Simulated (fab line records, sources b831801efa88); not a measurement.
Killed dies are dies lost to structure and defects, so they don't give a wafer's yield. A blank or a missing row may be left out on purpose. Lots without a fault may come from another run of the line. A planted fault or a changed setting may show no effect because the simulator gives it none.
fab line records | flow sky130
record lots=12 wafers=36 last_day=50
route steps=708 shown VT_ADJUST_PCH@145 LI_CONTACT@383 LOCAL_INTERCONNECT@388 CONTACT@411
lots that met no fault: from a run of the same line without faults
start_h: hours from the record's first day to the start of the lot's first wafer shown | wait_h: hours since the lot's step before | " the same as in the row above | L1.1+2: a row that stands for several wafers | - no value, or no start given | * or withheld: withheld | < > ~ a bound
route shown NAME@n: a module of which the file shows steps, and the number in the route of the first | usual: mean/standard deviation of fault-free wafers | same: alike in all rows | chamber/n: place in a boat | sites: the reading at each site | _std_site: their standard deviation | _edge_site: outer sites' mean less inner sites' | radius_mm: how far each site lies from the wafer's centre | mask NAME#n: copy n | behind: the tool/chamber that last shaped the wafer | hold: why the lot was held/for how many hours/how that ended | device: the transistor (n, p or np) that didn't switch | end of line: the same wafers' tests at the end of the route | a step without rows: its recipe alone | killed: dies lost to structure and defects at the first sort, not the wafer's yield | map: a wafer's dies, x killed, . not, _ none there
set.NAME: the setting as run; set.NAME@STEP: as run at that earlier step | model.NAME: the simulator's own value behind a step, which no gauge read
steps of the route over a sample of lots; a table a step, a row a wafer
services: from which hour (start_h, from the record's first day; less than 0 if before it) a tool's chamber was out of use, for how many hours, and why
## steps
# step SKY_VT_ADJUST_PCH_COAT_02
# recipe spin_rpm=2000 resist_thk_nm=3000
# usual exhaust_pa=45.2/0.87 spin_speed_rpm=2000.0/1.4
# columns lot.wafer tool chamber start_h wait_h exhaust_pa spin_speed_rpm
L347.2 litho_track-03 0 232.49 0.1 44.4 1997.9
L347.5 " 0 " " 44.7 1999.1
L347.6 " 0 " " 45.5 2001.0
L346.3 litho_track-03 0 235.02 0.1 45.8 1997.0
L346.4 " 0 " " 45.6 1998.8
L346.5 " 0 " " 45.1 1997.1
L349.2 litho_track-02 0 235.87 0.1 43.8 2002.3
L349.3 " 0 " " 44.1 2001.6
L349.5 " 0 " " 44.9 2003.1
L348.2 litho_track-01 0 237.38 0.1 44.9 2000.1
L348.3 " 0 " " 45.7 1999.3
L348.6 " 0 " " 43.2 2000.8
L351.2 litho_track-02 0 251.17 0.1 45.9 1998.5
L351.3 " 0 " " 44.2 1998.1
L351.4 " 0 " " 45.0 1999.2
L354.1 litho_track-02 0 279.24 0.1 44.5 1998.6
L354.2 " 0 " " 46.2 1999.3
L354.5 " 0 " " 44.2 2001.9
L355.3 litho_track-02 0 293.74 0.1 45.3 2001.4
L355.4 " 0 " " 44.8 1999.7
L355.6 " 0 " " 45.3 2002.5
L357.2 litho_track-02 0 297.72 0.1 45.9 2000.9
L357.3 " 0 " " 43.6 2000.4
L357.6 " 0 " " 45.3 1999.6
L358.2 litho_track-03 0 305.44 0.1 43.5 1999.4
L358.4 " 0 " " 46.5 1999.0
L358.6 " 0 " " 46.1 1999.4
L360.1 litho_track-03 0 333.52 0.1 45.4 2000.0
L360.2 " 0 " " 44.7 2001.2
L360.3 " 0 " " 45.6 2000.3
L365.1 litho_track-03 0 366.17 0.1 46.3 1926.3
L365.3 " 0 " " 45.5 1926.6
L365.6 " 0 " " 45.8 1928.7
L369.1 litho_track-03 0 397.37 0.1 45.8 1928.3
L369.2 " 0 " " 45.3 1926.6
L369.6 " 0 " " 45.1 1928.7
# step SKY_VT_ADJUST_PCH_STRIP_09
# recipe chemistry=O2/N2 power_w=1400 pressure_mtorr=1500 platen_temp_c=withheld o2_flow_sccm=3000 n2_flow_sccm=300 overash_fraction=0.5
# usual drypump_motor_current_A=5.5/0.4 oes_product_au=0.722/0.0053 strip_time_to_endpoint_s=36.98/0.097
# columns lot.wafer tool chamber start_h wait_h drypump_motor_current_A oes_product_au rf_hours_counter_h strip_time_to_endpoint_s
L347.2 plasma_asher-02 1 244.68 0.1 5.4 0.728 44 36.98
L347.5 " 1 " " 5.4 0.715 - 37.00
L347.6 " 0 " " 6.0 0.726 - 36.94
L346.3 plasma_asher-02 1 247.04 0.1 5.4 0.724 - 36.88
L346.4 " 0 " " 6.0 0.724 - 36.85
L346.5 " 0 " " 6.0 0.730 - 36.95
L349.2 plasma_asher-02 0 247.78 0.1 6.0 0.722 44 37.01
L349.3 " 1 " " 5.4 0.723 - 37.05
L349.5 " 1 " " 5.4 0.719 - 36.81
L348.2 plasma_asher-02 1 249.25 0.1 5.4 0.715 44 37.15
L348.3 " 0 " " 6.0 0.722 - 36.96
L348.6 " 0 " " 6.0 0.706 - 37.06
L351.2 plasma_asher-03 1 264.45 0.1 4.9 0.730 61 37.16
L351.3 " 0 " " 6.0 0.726 - 37.01
L351.4 " 1 " " 5.0 0.735 - 37.06
L354.1 plasma_asher-03 0 292.68 0.1 6.0 0.722 63 36.90
L354.2 " 1 " " 5.0 0.725 63 37.14
L354.5 " 0 " " 6.0 0.723 - 37.10
L355.3 plasma_asher-04 1 306.26 0.1 5.1 0.726 - 37.08
L355.4 " 0 " " 5.7 0.723 - 37.02
L355.6 " 1 " " 5.1 0.714 - 37.04
L357.2 plasma_asher-04 0 310.15 0.1 5.7 0.721 17 37.03
L357.3 " 0 " " 5.7 0.718 - 37.14
L357.6 " 1 " " 5.1 0.717 - 37.01
L358.2 plasma_asher-03 1 319.25 0.1 5.0 0.731 66 36.96
L358.4 " 0 " " 6.0 0.727 - 36.99
L358.6 " 1 " " 4.9 0.728 - 36.94
L360.1 plasma_asher-04 0 347.23 0.1 5.7 0.724 21 37.17
L360.2 " 1 " " 5.1 0.722 21 37.24
L360.3 " 1 " " 5.1 0.718 - 37.18
L365.1 plasma_asher-03 1 380.83 0.1 5.0 0.718 72 37.69
L365.3 " 1 " " 5.0 0.724 - 37.64
L365.6 " 1 " " 5.0 0.715 - 37.62
L369.1 plasma_asher-04 0 412.99 0.1 5.7 0.725 25 37.55
L369.2 " 1 " " 5.1 0.731 25 37.63
L369.6 " 1 " " 5.1 0.728 - 37.53
# step SKY_LI_CONTACT_CVD_21
# recipe material=W target_thk_nm=400 time_s=120.56 temp_c=400 pressure_torr=40
# usual heater_power_w=828/50
# columns lot.wafer tool chamber start_h wait_h heater_power_w since_wet_clean_h
L347.2 cvd_w-01 0 696.29 0.0 836 292
L347.5 " 1 " " 933 -
L347.6 " 0 " " 849 -
L349.2 cvd_w-02 1 714.22 0.0 785 810
L349.3 " 1 " " 800 -
L349.5 " 1 " " 788 -
L346.3 cvd_w-02 1 715.27 0.1 787 -
L346.4 " 0 " " 778 -
L346.5 " 1 " " 780 -
L348.2 cvd_w-01 0 715.58 0.0 842 312
L348.3 " 1 " " 905 -
L348.6 " 0 " " 829 -
L351.2 cvd_w-02 0 719.81 0.0 811 816
L351.3 " 1 " " 776 -
L351.4 " 0 " " 799 -
L354.1 cvd_w-02 0 747.87 0.0 813 844
L354.2 " 1 " " 799 844
L354.5 " 0 " " 787 -
L355.3 cvd_w-02 0 761.02 0.1 801 -
L355.4 " 1 " " 787 -
L355.6 " 0 " " 806 -
L357.2 cvd_w-01 1 763.99 0.0 918 360
L357.3 " 1 " " 892 -
L357.6 " 1 " " 902 -
L358.2 cvd_w-01 1 786.67 0.0 911 383
L358.4 " 1 " " 877 -
L358.6 " 0 " " 847 -
L360.1 cvd_w-02 0 804.44 0.1 797 900
L360.2 " 1 " " 788 900
L360.3 " 0 " " 765 -
L365.1 cvd_w-01 0 835.23 0.0 867 431
L365.3 " 0 " " 862 -
L365.6 " 0 " " 841 -
L369.1 cvd_w-01 1 863.37 0.0 905 459
L369.2 " 0 " " 855 459
L369.6 " 1 " " 931 -
# step SKY_LOCAL_INTERCONNECT_RS_MEAS_01
# recipe thk_meas_gauge=four-point-probe reads=TiN_of_LOCAL_INTERCONNECT_SPUTTER_00
# usual LOCAL_INTERCONNECT_TIN_RS=14.21/0.22
# columns lot.wafer tool chamber start_h wait_h LOCAL_INTERCONNECT_TIN_RS[ohm/sq]
L347.2 film_metro-04 - 697.12 0.1 14.03
L347.5 " - " " 14.04
L347.6 " - " " 14.07
L349.2 film_metro-01 - 714.90 0.1 14.52
L349.3 " - " " 14.19
L349.5 " - " " 14.33
L346.3 film_metro-04 - 715.94 0.1 14.41
L346.4 " - " " 13.97
L346.5 " - " " 14.51
L348.2 film_metro-04 - 716.27 0.1 13.90
L348.3 " - " " 14.00
L348.6 " - " " 13.85
L351.2 film_metro-01 - 720.49 0.1 14.45
L351.3 " - " " 14.14
L351.4 " - " " 14.35
L354.1 film_metro-03 - 748.54 0.0 14.37
L354.2 " - " " 14.48
L354.5 " - " " 14.35
L355.3 film_metro-04 - 761.69 0.1 14.01
L355.4 " - " " 14.22
L355.6 " - " " 14.23
L357.2 film_metro-03 - 764.68 0.1 14.14
L357.3 " - " " 14.27
L357.6 " - " " 14.57
L358.2 film_metro-03 - 787.35 0.1 14.06
L358.4 " - " " 13.85
L358.6 " - " " 14.18
L360.1 film_metro-01 - 805.11 0.0 14.15
L360.2 " - " " 14.58
L360.3 " - " " 14.57
L365.1 film_metro-01 - 835.90 0.0 14.51
L365.3 " - " " 14.35
L365.6 " - " " 14.02
L369.1 film_metro-03 - 864.03 0.0 14.27
L369.2 " - " " 14.08
L369.6 " - " " 14.18
# step SKY_CONTACT_BOW_MEAS_05
# recipe mode=bow
# usual CONTACT_BOW=81/7.1
# columns lot.wafer tool chamber start_h wait_h CONTACT_BOW[um]
L347.2 film_metro-02 - 726.40 0.2 63
L347.5 " - " " 84
L347.6 " - " " 80
L349.2 film_metro-01 - 744.95 0.2 81
L349.3 " - " " 81
L349.5 " - " " 98
L346.3 film_metro-03 - 745.33 0.1 104
L346.4 " - " " 86
L346.5 " - " " 93
L348.2 film_metro-01 - 746.02 0.2 82
L348.3 " - " " 94
L348.6 " - " " 83
L351.2 film_metro-03 - 749.90 0.2 92
L351.3 " - " " 89
L351.4 " - " " 78
L354.1 film_metro-02 - 777.45 0.2 71
L354.2 " - " " 83
L354.5 " - " " 76
L355.3 film_metro-01 - 789.65 0.3 84
L355.4 " - " " 87
L355.6 " - " " 89
L357.2 film_metro-03 - 792.00 0.2 68
L357.3 " - " " 79
L357.6 " - " " 74
L358.2 film_metro-01 - 815.68 0.3 86
L358.4 " - " " 77
L358.6 " - " " 86
L360.1 film_metro-03 - 833.30 0.1 76
L360.2 " - " " 76
L360.3 " - " " 82
L365.1 film_metro-02 - 862.89 0.1 82
L365.3 " - " " 80
L365.6 " - " " 86
L369.1 film_metro-03 - 892.00 0.2 69
L369.2 " - " " 72
L369.6 " - " " 85
## services
# columns tool chamber start_h hours kind
plasma_asher-03 - 226.45 0.9 repair
cvd_w-02 - 235.58 1.4 repair
cvd_w-01 - 273.01 1.7 repair
cvd_w-01 - 285.63 1.2 repair
plasma_asher-04 - 287.84 2.8 pm
cvd_w-02 - 299.51 1.1 repair
cvd_w-01 1 314.62 14.0 repair
cvd_w-02 - 359.27 6.9 pm
plasma_asher-04 - 382.61 17.0 repair
cvd_w-01 - 390.00 14.0 pm
plasma_asher-02 - 400.19 0.5 repair
cvd_w-01 - 414.07 12.8 repair
plasma_asher-03 - 455.57 0.7 repair
plasma_asher-03 - 568.71 1.1 repair
cvd_w-02 - 569.32 2.8 pm
plasma_asher-03 - 570.49 1.9 repair
plasma_asher-04 - 617.57 4.3 repair
cvd_w-01 - 655.95 0.7 repair
cvd_w-01 - 666.17 1.0 repair
plasma_asher-03 - 681.42 1.1 repair
plasma_asher-02 - 696.93 8.1 repair
cvd_w-02 - 703.08 0.8 repair
plasma_asher-03 - 733.75 9.0 pm
cvd_w-01 - 804.22 3.8 pm
## key
first_sign step=SKY_VT_ADJUST_PCH_COAT_02 reading=spin_speed_rpm direction=down sigmas=51 usual=2000.0 struck=1927.6
effect step=SKY_VT_ADJUST_PCH_STRIP_09 reading=strip_time_to_endpoint_s direction=up sigmas=6.5 usual=* struck=*
met_at SKY_VT_ADJUST_PCH_COAT_02
struck_lots L365,L369
tester_left_out L365,L369
not_acting_at SKY_LI_CONTACT_CVD_21,SKY_LOCAL_INTERCONNECT_RS_MEAS_01,SKY_CONTACT_BOW_MEAS_05
onset_between 333.52 366.17
fault kind=process_parameter_drift tool=litho_track-03 chamber=- onset_h=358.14 steps=SKY_VT_ADJUST_PCH_COAT_02 channel=spin_rpm offset=-73.021 shape=step end_h=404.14 acts_in=these_recipes_only stated=2000
# tester_left_out: of these lots the tester's yield and bins aren't shown, on N5 and GAA mostly nor the transistor test; their killed dies are dies lost to structure and defects alone, not to doping, threshold or leakage, so they don't give the yield
